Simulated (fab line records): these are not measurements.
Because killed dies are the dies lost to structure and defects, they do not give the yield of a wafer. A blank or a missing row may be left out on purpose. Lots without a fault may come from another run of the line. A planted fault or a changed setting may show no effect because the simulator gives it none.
One fault seen from 2 desks -- flow gf180mcu -- each desk holds nothing but its own numbers, with what lay behind them at the end

== AT THE METROLOGY DESK ==
Means of the sampled wafers that have a number, per lot and without regard to the tool the lot ran on: this is what the gauges read. The brackets show how far a lot's mean lies from the usual mean; more than 4 standard deviations puts the lot out of limits, marked OUT.
Columns: A = V4_CVD_00_THK at GF_V4_THK_MEAS_01, usual 600 nm
lot,first seen here,A
L575,day 23 09:35,599
L576,day 23 11:58,593
L577,day 24 08:16,601
L578,day 24 10:29,599
L579,day 25 00:07,606
L580,day 25 02:17,600
L581,day 25 14:07,593
L582,day 26 02:27,593
L583,day 26 06:08,603
L584,day 26 09:35,606
L586,day 27 06:32,596
L587,day 27 17:51,600
L594,day 29 16:52,597
L597,day 30 10:36,596
L598,day 30 17:47,601
Result from this desk: across the 15 lots, nothing is out of limits.

== FOR THE TOOL OWNER'S DESK: wet-bench-02 ==
The tool's own readings at GF_STI_WET_ETCH_26 (etches SiO2 in dHF, target depth 94 nm, time 188 s): means of the sampled wafers that have a number, for each lot that ran on this tool. The brackets show how far a lot's mean lies from the usual mean; more than 4 standard deviations puts the lot out of limits, marked OUT.
Columns: A = run-length-s at GF_STI_WET_ETCH_26, usual 215.2 s
lot,first seen here,A
L575,day 2 04:08,214.7
L577,day 2 15:29,221.8
L578,day 2 19:08,221.0
L579,day 3 00:08,213.9
L581,day 3 10:35,213.5
L583,day 3 20:34,214.6
L584,day 4 01:36,113.4 (-36) OUT
L586,day 4 12:34,106.9 (-39) OUT
L587,day 4 17:48,105.8 (-39) OUT
L597,day 6 21:05,213.8
L598,day 7 03:10,212.5
Finding of this desk: L584, L586, L587 out of limits; the first was L584 at day 4 01:36, on run-length-s at GF_STI_WET_ETCH_26. L575, L577, L578, L579, L581, L583, L597, L598 stayed within limits.

== TAKEN TOGETHER ==
The tool owner's desk had the chance to raise an alarm at day 4 01:36 on L584, L586, L587.
The metrology desk saw nothing out of limits.
The metrology desk has L584, L586, L587 on record, within its limits.
On wet-bench-02, each named lot ran GF_STI_WET_ETCH_26.

== WHAT THE SIMULATOR HAD INSERTED ==
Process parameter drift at GF_STI_WET_ETCH_26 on wet-bench-02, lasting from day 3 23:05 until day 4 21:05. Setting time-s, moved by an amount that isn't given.
Shown lots that were struck: L584, L586, L587.
Delay in hours, fault start to first out-of-limits reading, by desk: the tool owner's desk at 3.
